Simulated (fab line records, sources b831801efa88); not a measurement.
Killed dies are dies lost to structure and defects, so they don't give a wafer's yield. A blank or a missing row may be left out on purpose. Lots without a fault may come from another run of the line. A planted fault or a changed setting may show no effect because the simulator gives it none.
fab line records | flow gf180mcu
record lots=11 wafers=33 last_day=34
route steps=602 shown V2@405 V4@480
lots that met no fault: from a run of the same line without faults
start_h: hours from the record's first day to the start of the lot's first wafer shown | wait_h: hours since the lot's step before | " the same as in the row above | L1.1+2: a row that stands for several wafers | - no value, or no start given | * or withheld: withheld | < > ~ a bound
route shown NAME@n: a module of which the file shows steps, and the number in the route of the first | usual: mean/standard deviation of fault-free wafers | same: alike in all rows | chamber/n: place in a boat | sites: the reading at each site | _std_site: their standard deviation | _edge_site: outer sites' mean less inner sites' | radius_mm: how far each site lies from the wafer's centre | mask NAME#n: copy n | behind: the tool/chamber that last shaped the wafer | hold: why the lot was held/for how many hours/how that ended | device: the transistor (n, p or np) that didn't switch | end of line: the same wafers' tests at the end of the route | a step without rows: its recipe alone | killed: dies lost to structure and defects at the first sort, not the wafer's yield | map: a wafer's dies, x killed, . not, _ none there
set.NAME: the setting as run; set.NAME@STEP: as run at that earlier step | model.NAME: the simulator's own value behind a step, which no gauge read
steps of the route over a sample of lots; a table a step, a row a wafer
services: from which hour (start_h, from the record's first day; less than 0 if before it) a tool's chamber was out of use, for how many hours, and why
## steps
# step GF_V2_CVD_23
# recipe material=W target_thk_nm=350 time_s=104.94 temp_c=400 pressure_torr=40
# usual heater_power_w=810/17 susceptor_temp_C=400.02/0.22
# columns lot.wafer tool chamber start_h wait_h heater_power_w susceptor_temp_C
L387.1 cvd_w-01 1 472.40 0.0 830 400.06
L387.5 " 1 " " 826 399.94
L387.6 " 0 " " 813 400.09
L389.4 cvd_w-01 0 488.75 0.1 803 400.38
L389.5 " 1 " " 827 400.13
L389.6 " 0 " " 806 400.34
L390.2 cvd_w-01 1 499.81 0.0 822 399.57
L390.3 " 0 " " 806 399.76
L390.6 " 0 " " 846 400.06
L392.1 cvd_w-01 0 505.90 0.0 818 400.09
L392.3 " 1 " " 835 399.79
L392.4 " 0 " " 827 399.57
L395.2 cvd_w-02 1 536.15 0.0 815 399.94
L395.4 " 0 " " 789 400.09
L395.6 " 0 " " 783 400.12
L396.2 cvd_w-01 0 542.17 0.0 796 400.01
L396.3 " 1 " " 816 400.13
L396.4 " 0 " " 817 400.12
L400.1 cvd_w-01 0 579.56 0.0 829 400.09
L400.3 " 1 " " 811 400.09
L400.4 " 0 " " 826 399.73
L407.1 cvd_w-02 0 626.72 0.0 784 400.01
L407.4 " 0 " " 811 400.10
L407.6 " 1 " " 804 400.04
L408.1 cvd_w-02 0 637.70 0.0 801 399.71
L408.4 " 0 " " 794 399.78
L408.5 " 0 " " 788 400.01
L409.1 cvd_w-02 0 640.02 0.0 802 400.45
L409.2 " 1 " " 799 400.19
L409.3 " 0 " " 786 400.29
L410.3 cvd_w-02 0 646.94 0.1 810 400.12
L410.4 " 1 " " 829 399.98
L410.5 " 0 " " 812 400.38
# step GF_V2_RS_MEAS_24
# recipe thk_meas_gauge=four-point-probe reads=W_of_V2_CVD_23+TiN_of_V2_SPUTTER_22+Ti_of_V2_SPUTTER_21
# usual V2_W_RS=0.326/0.0049
# columns lot.wafer tool chamber start_h wait_h V2_W_RS[ohm/sq]
L387.1 film_metro-03 - 472.51 0.1 0.325
L387.5 " - " " 0.326
L387.6 " - " " 0.325
L389.4 film_metro-03 - 488.88 0.1 0.328
L389.5 " - " " 0.330
L389.6 " - " " 0.330
L390.2 film_metro-02 - 499.95 0.1 0.323
L390.3 " - " " 0.325
L390.6 " - " " 0.319
L392.1 film_metro-02 - 506.02 0.1 0.324
L392.3 " - " " 0.325
L392.4 " - " " 0.327
L395.2 film_metro-04 - 536.28 0.1 0.325
L395.4 " - " " 0.339
L395.6 " - " " 0.341
L396.2 film_metro-02 - 542.31 0.1 0.326
L396.3 " - " " 0.332
L396.4 " - " " 0.323
L400.1 film_metro-02 - 579.67 0.1 0.323
L400.3 " - " " 0.581
L400.4 " - " " 0.319
L407.1 film_metro-02 - 626.83 0.1 0.330
L407.4 " - " " 0.326
L407.6 " - " " 0.323
L408.1 film_metro-03 - 637.81 0.1 0.331
L408.4 " - " " 0.331
L408.5 " - " " 0.334
L409.1 film_metro-02 - 640.14 0.1 0.335
L409.2 " - " " 0.326
L409.3 " - " " 0.330
L410.3 film_metro-04 - 647.05 0.1 0.328
L410.4 " - " " 0.318
L410.5 " - " " 0.326
# step GF_V2_THK_MEAS_25
# recipe thk_meas_gauge=xrf reads=W_of_V2_CVD_23
# usual V2_W_THK=360/7.5
# columns lot.wafer tool chamber start_h wait_h V2_W_THK[nm]
L387.1 film_metro-03 - 472.63 0.1 372
L387.5 " - " " 370
L387.6 " - " " 369
L389.4 film_metro-03 - 488.97 0.1 367
L389.5 " - " " 363
L389.6 " - " " 361
L390.2 film_metro-02 - 500.06 0.1 364
L390.3 " - " " 360
L390.6 " - " " 368
L392.1 film_metro-02 - 506.14 0.1 364
L392.3 " - " " 360
L392.4 " - " " 360
L395.2 film_metro-04 - 536.39 0.1 356
L395.4 " - " " 341
L395.6 " - " " 341
L396.2 film_metro-02 - 542.42 0.1 357
L396.3 " - " " 350
L396.4 " - " " 358
L400.1 film_metro-02 - 579.79 0.1 361
L400.3 " - " " 201
L400.4 " - " " 365
L407.1 film_metro-02 - 626.95 0.1 352
L407.4 " - " " 357
L407.6 " - " " 361
L408.1 film_metro-03 - 637.93 0.1 362
L408.4 " - " " 365
L408.5 " - " " 359
L409.1 film_metro-02 - 640.26 0.1 347
L409.2 " - " " 355
L409.3 " - " " 350
L410.3 film_metro-04 - 647.15 0.1 357
L410.4 " - " " 368
L410.5 " - " " 358
# step GF_V2_CMP_26
# recipe stop_on=SiO2 down_force_psi=3.5 platen_rpm=60 t_overpolish_s=15 target_thk_nm=0 pad_velocity_m_s=0.94248
# usual motor_current_A=11.5/1.1 retaining_ring_pressure_frac=1.000/0.0048 time_to_endpoint_s=87/4.7
# columns lot.wafer tool chamber start_h wait_h motor_current_A retaining_ring_pressure_frac time_to_endpoint_s
L387.1 cmp-02 0 472.74 0.1 12.7 0.999 92
L387.6 " 3 " " 11.9 0.995 85
L387.5 " 0 " " 11.7 1.002 94
L389.4 cmp-02 0 489.15 0.2 12.4 0.999 93
L389.6 " 1 " " 13.4 0.998 84
L389.5 " 2 " " 10.4 1.008 85
L390.3 cmp-02 1 500.16 0.1 14.1 0.994 83
L390.2 " 3 " " 12.3 1.005 86
L390.6 " 0 " " 11.6 0.997 94
L392.1 cmp-01 2 506.20 0.1 12.7 0.995 89
L392.4 " 3 " " 10.4 0.991 82
L392.3 " 1 " " 10.5 0.999 80
L395.4 cmp-01 1 536.44 0.0 10.5 0.996 77
L395.2 " 0 " " 10.2 0.997 82
L395.6 " 1 " " 10.2 1.008 78
L396.2 cmp-01 1 542.49 0.1 10.8 1.002 82
L396.4 " 3 " " 10.2 1.003 87
L396.3 " 0 " " 10.7 1.004 83
L400.1 cmp-02 2 579.85 0.1 9.9 0.998 88
L400.4 " 3 " " 11.8 1.002 89
L400.3 " 0 " " 12.6 0.996 56
L407.1 cmp-01 3 627.16 0.2 10.5 0.998 86
L407.4 " 0 " " 10.6 0.992 80
L407.6 " 2 " " 12.0 1.002 93
L408.1 cmp-02 2 637.99 0.1 9.9 0.999 85
L408.4 " 1 " " 13.4 0.991 86
L408.5 " 2 " " 10.0 1.007 86
L409.2 cmp-02 1 640.32 0.0 13.8 1.001 87
L409.3 " 2 " " 10.3 0.998 89
L409.1 " 0 " " 12.2 0.995 91
L410.4 cmp-01 2 647.19 0.0 11.9 0.990 93
L410.3 " 1 " " 10.1 0.992 84
L410.5 " 2 " " 12.2 1.001 92
# step GF_V4_CMP_04
# recipe material=SiO2 down_force_psi=4 platen_rpm=60 pad_velocity_m_s=0.94248
# usual motor_current_A=12.4/1.3 retaining_ring_pressure_frac=1.000/0.0051 time_to_endpoint_s=83/6.9
# columns lot.wafer tool chamber start_h wait_h motor_current_A retaining_ring_pressure_frac time_to_endpoint_s
L387.1 cmp-02 2 547.78 0.1 11.0 1.002 77
L387.5 " 1 " " 14.6 0.997 86
L387.6 " 2 " " 11.2 1.001 80
L389.4 cmp-02 2 561.52 0.1 11.5 0.999 80
L389.6 " 0 " " 12.2 0.998 90
L389.5 " 1 " " 15.4 1.005 80
L390.3 cmp-02 2 572.19 0.0 11.1 0.999 79
L390.2 " 0 " " 14.0 0.999 82
L390.6 " 2 " " 10.7 1.002 85
L392.3 cmp-02 3 577.89 0.0 13.5 0.993 73
L392.4 " 0 " " 13.7 1.005 80
L392.1 " 2 " " 11.4 1.006 76
L395.2 cmp-01 2 604.93 0.0 13.1 1.014 86
L395.4 " 1 " " 11.2 0.991 76
L395.6 " 2 " " 13.1 1.012 91
L396.3 cmp-02 0 611.58 0.1 13.6 1.002 90
L396.2 " 1 " " 14.5 0.995 76
L396.4 " 2 " " 11.5 0.996 85
L400.4 cmp-01 2 647.79 0.0 13.4 1.000 88
L400.3 " 3 " " 12.0 0.996 76
L400.1 " 1 " " 11.3 0.991 80
L407.1 cmp-02 0 691.33 0.1 13.1 1.003 88
L407.4 " 1 " " 13.9 0.990 76
L407.6 " 3 " " 12.4 1.005 86
L408.4 cmp-02 3 701.21 0.1 13.7 0.994 86
L408.1 " 0 " " 13.8 0.999 84
L408.5 " 3 " " 13.3 0.996 90
L409.2 cmp-01 3 703.26 0.0 10.7 0.994 73
L409.3 " 1 " " 11.5 0.999 85
L409.1 " 2 " " 12.5 1.002 87
L410.3 cmp-01 1 709.45 0.1 11.0 1.006 78
L410.4 " 3 " " 11.0 1.001 75
L410.5 " 0 " " 11.8 0.994 86
# step GF_V4_BOW_MEAS_05
# recipe mode=bow
# usual V4_BOW=134/8.9
# columns lot.wafer tool chamber start_h wait_h V4_BOW[um]
L387.1 film_metro-02 - 548.03 0.2 133
L387.5 " - " " 142
L387.6 " - " " 153
L389.4 film_metro-02 - 561.78 0.2 134
L389.5 " - " " 134
L389.6 " - " " 130
L390.2 film_metro-03 - 572.51 0.2 125
L390.3 " - " " 126
L390.6 " - " " 141
L392.1 film_metro-03 - 578.19 0.1 131
L392.3 " - " " 128
L392.4 " - " " 139
L395.2 film_metro-04 - 605.25 0.3 126
L395.4 " - " " 137
L395.6 " - " " 132
L396.2 film_metro-02 - 611.85 0.2 124
L396.3 " - " " 137
L396.4 " - " " 115
L400.1 film_metro-02 - 648.09 0.1 148
L400.3 " - " " 120
L400.4 " - " " 131
L407.1 film_metro-03 - 691.58 0.2 146
L407.4 " - " " 140
L407.6 " - " " 149
L408.1 film_metro-04 - 701.46 0.1 134
L408.4 " - " " 145
L408.5 " - " " 145
L409.1 film_metro-02 - 703.56 0.1 143
L409.2 " - " " 126
L409.3 " - " " 134
L410.3 film_metro-03 - 709.74 0.2 140
L410.4 " - " " 142
L410.5 " - " " 146
# step GF_V4_CVD_23
# recipe material=W target_thk_nm=350 time_s=104.9 temp_c=400 pressure_torr=40
# usual heater_power_w=811/19 susceptor_temp_C=399.98/0.25
# same time_s=104.9
# columns lot.wafer tool chamber start_h wait_h heater_power_w susceptor_temp_C
L387.1 cvd_w-02 1 570.51 0.0 803 400.44
L387.5 " 0 " " 777 400.24
L387.6 " 1 " " 796 400.44
L389.4 cvd_w-02 0 583.53 0.1 770 399.68
L389.5 " 0 " " 786 399.77
L389.6 " 1 " " 810 400.09
L390.2 cvd_w-01 1 594.53 0.0 830 400.17
L390.3 " 1 " " 823 400.17
L390.6 " 1 " " 852 400.25
L392.1 cvd_w-02 0 600.20 0.0 793 399.69
L392.3 " 0 " " 795 399.70
L392.4 " 1 " " 816 400.19
L395.2 cvd_w-01 0 626.70 0.0 830 399.54
L395.4 " 0 " " 818 399.86
L395.6 " 0 " " 788 400.07
L396.2 cvd_w-02 1 633.37 0.0 805 399.90
L396.3 " 0 " " 786 399.93
L396.4 " 1 " " 792 400.14
L400.1 cvd_w-01 0 669.03 0.0 832 399.83
L400.3 " 1 " " 832 400.40
L400.4 " 0 " " 799 399.74
L407.1 cvd_w-02 1 710.57 0.0 823 399.94
L407.4 " 1 " " 820 400.35
L407.6 " 1 " " 804 400.35
L408.1 cvd_w-01 1 719.88 0.0 828 400.43
L408.4 " 0 " " 834 400.06
L408.5 " 1 " " 850 400.23
L409.1 cvd_w-02 0 722.69 0.0 780 400.03
L409.2 " 1 " " 803 400.01
L409.3 " 1 " " 810 399.93
L410.3 cvd_w-01 0 728.89 0.1 832 399.99
L410.4 " 1 " " 819 400.23
L410.5 " 1 " " 848 400.06
## services
# columns tool chamber start_h hours kind
cmp-02 - 451.15 1.5 repair
cmp-01 - 458.54 0.6 repair
cmp-01 - 461.79 1.3 repair
cmp-02 - 466.76 0.7 repair
cmp-02 - 468.67 0.9 repair
cmp-02 - 481.50 7.1 pm
cmp-01 - 526.26 4.3 pm
cvd_w-01 0 564.26 5.2 repair
cmp-02 - 572.49 4.0 pm
cmp-02 - 576.49 - consumable_replace:conditioner
cmp-02 - 576.49 - consumable_replace:pad
cvd_w-01 - 580.15 0.9 repair
cvd_w-02 1 664.88 3.1 repair
cmp-02 - 705.17 3.5 repair
## key
first_sign step=GF_V2_RS_MEAS_24 reading=V2_W_RS direction=up sigmas=52 usual=0.326 struck=0.581
effect step=GF_V2_THK_MEAS_25 reading=V2_W_THK direction=down sigmas=21 usual=360 struck=201
effect step=GF_V2_CMP_26 reading=time_to_endpoint_s direction=down sigmas=6.7 usual=* struck=*
met_at GF_V2_CVD_23
struck_lots L400
struck_wafers L400.3
not_acting_at GF_V4_CMP_04,GF_V4_BOW_MEAS_05,GF_V4_CVD_23
onset_between 542.17 579.56
fault kind=process_parameter_drift tool=cvd_w-01 chamber=- onset_h=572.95 steps=GF_V2_CVD_23 channel=target_thk_nm offset=-148.94 shape=step end_h=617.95 scope=struck_wafers_only acts_in=these_recipes_only stated=350
